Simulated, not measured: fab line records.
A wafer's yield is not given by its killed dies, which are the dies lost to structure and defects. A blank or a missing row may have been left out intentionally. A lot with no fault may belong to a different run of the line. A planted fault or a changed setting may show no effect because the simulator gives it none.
Which tool is to blame? ; flow gf180mcu ; 13 lots with 39 wafers sampled at 4 steps, on a route of 602 steps

WHAT THE GAUGES READ, wafer by wafer
GF_V5_BOW_MEAS_05.
lot;measured;on;V5_BOW (um)
L362;day 26 05:02;filmMetro-04;134 136 144
L363;day 27 07:24;filmMetro-04;135 135 143
L365;day 27 20:56;filmMetro-02;132 124 133
L366;day 28 11:14;filmMetro-04;148 155 157
L368;day 28 19:35;filmMetro-02;127 123 137
L367;day 29 03:20;filmMetro-03;135 133 138
L369;day 29 07:42;filmMetro-03;114 125 117
L370;day 29 08:39;filmMetro-04;159 136 142
L371;day 29 15:23;filmMetro-02;132 140 131
L372;day 30 00:37;filmMetro-03;130 136 129
L374;day 30 12:12;filmMetro-04;107 107 105
L376;day 31 05:52;filmMetro-02;130 128 131
L381;day 32 10:11;filmMetro-04;130 147 138

GF_PASSIVATION_THK_MEAS_01.
lot;measured;on;PASSIVATION_CVD_00_THK (nm)
L362;day 28 00:57;filmMetro-01;971 988 987
L363;day 29 00:58;filmMetro-03;995 993 1017
L365;day 29 15:29;filmMetro-01;991 995 1012
L366;day 30 03:37;filmMetro-03;988 994 1011
L368;day 30 11:23;filmMetro-03;1007 1005 1015
L367;day 30 19:22;filmMetro-03;999 992 1016
L369;day 30 22:32;filmMetro-01;1007 994 1028
L370;day 30 23:51;filmMetro-01;1006 1018 996
L371;day 31 06:23;filmMetro-04;993 991 989
L372;day 31 14:51;filmMetro-04;1010 1020 1027
L374;day 32 02:52;filmMetro-03;987 987 1004
L376;day 32 18:58;filmMetro-01;989 1004 1018
L381;day 33 21:29;filmMetro-03;996 1007 1032

TOOL THAT RAN EACH LOT (tool first, then ch and the chambers of the sampled wafers, then the start)
lot;GF_V4_SPUTTER_22;GF_MIM_SPUTTER_04
L362;pvdSputter-03, day 24 22:47;pvdSputter-02, day 24 23:35
L363;pvdSputter-04, day 25 20:16;pvdSputter-01, day 25 21:11
L365;pvdSputter-01, day 26 01:58;pvdSputter-02, day 26 02:54
L366;pvdSputter-01, day 26 16:06;pvdSputter-02, day 26 16:55
L368;pvdSputter-04, day 27 00:28;pvdSputter-02, day 27 01:16
L367;pvdSputter-01, day 27 09:17;pvdSputter-04, day 27 10:06
L369;pvdSputter-01, day 27 13:09;pvdSputter-01, day 27 13:58
L370;pvdSputter-03, day 27 14:46;pvdSputter-04, day 27 15:34
L371;pvdSputter-03, day 27 21:34;pvdSputter-02, day 27 22:22
L372;pvdSputter-01, day 28 09:04;pvdSputter-04, day 28 09:53
L374;pvdSputter-03, day 28 19:20;pvdSputter-01, day 28 20:22
L376;pvdSputter-01, day 29 14:09;pvdSputter-01, day 29 14:58
L381;pvdSputter-01, day 30 21:53;pvdSputter-04, day 30 22:42
- GF_V4_SPUTTER_22: material TiN, target thk 10 nm, time 40 s.
- GF_MIM_SPUTTER_04: material TiN, target thk 50 nm, time 41.7 s.

WHAT THE TOOLS THEMSELVES READ (means of the sampled wafers that have a number; where no wafer has one, the mark that the record gives instead)
GF_V4_SPUTTER_22.
lot;tool;chamberPressurePa (Pa);throttleValvePct (%)
L362;pvdSputter-03;4.997;30.6
L363;pvdSputter-04;4.995;29.3
L365;pvdSputter-01;4.997;30.7
L366;pvdSputter-01;4.997;30.6
L368;pvdSputter-04;5.008;29.3
L367;pvdSputter-01;5.002;30.6
L369;pvdSputter-01;4.992;29.9
L370;pvdSputter-03;4.992;29.6
L371;pvdSputter-03;4.985;30.4
L372;pvdSputter-01;5.001;30.5
L374;pvdSputter-03;4.999;29.9
L376;pvdSputter-01;5.000;30.1
L381;pvdSputter-01;4.992;30.2

GF_MIM_SPUTTER_04.
lot;tool;chamberPressurePa (Pa);throttleValvePct (%)
L362;pvdSputter-02;0.4001;29.4
L363;pvdSputter-01;0.3998;30.2
L365;pvdSputter-02;0.3996;29.3
L366;pvdSputter-02;0.4005;29.3
L368;pvdSputter-02;0.4004;28.8
L367;pvdSputter-04;0.3994;29.4
L369;pvdSputter-01;0.3995;30.0
L370;pvdSputter-04;0.4004;29.4
L371;pvdSputter-02;0.3992;30.1
L372;pvdSputter-04;0.3998;29.2
L374;pvdSputter-01;0.3989;30.7
L376;pvdSputter-01;0.3999;30.1
L381;pvdSputter-04;0.4001;29.2

THE ANSWER, worked out from the rows above alone
Rule: usual is defined by the lots themselves. The widest of any qualifying gaps counts: lots, ordered by their means at a reading, are off when they make up no more than a third of the lots, leave a main group of 4 or more, and stand apart from it by 3 or more times the standard deviation of that group's means. A main group whose means are all the same, to the digits that the tables above print for the reading, isn't used. Also off: a lot with no number at a reading for which 4 or more lots have one. Any other lot the step has rows for is counted as sound. The gauges are gone through in route order, then the tools' own readings, and for those a lot's mean is taken as printed above. The first step at which some lot is off is used, and at that step the reading that is off furthest; a lot without a number counts as furthest.
Across all readings shown, no lot is off: no conclusion can be drawn from this.

WHAT WAS PUT IN BY THE SIMULATOR
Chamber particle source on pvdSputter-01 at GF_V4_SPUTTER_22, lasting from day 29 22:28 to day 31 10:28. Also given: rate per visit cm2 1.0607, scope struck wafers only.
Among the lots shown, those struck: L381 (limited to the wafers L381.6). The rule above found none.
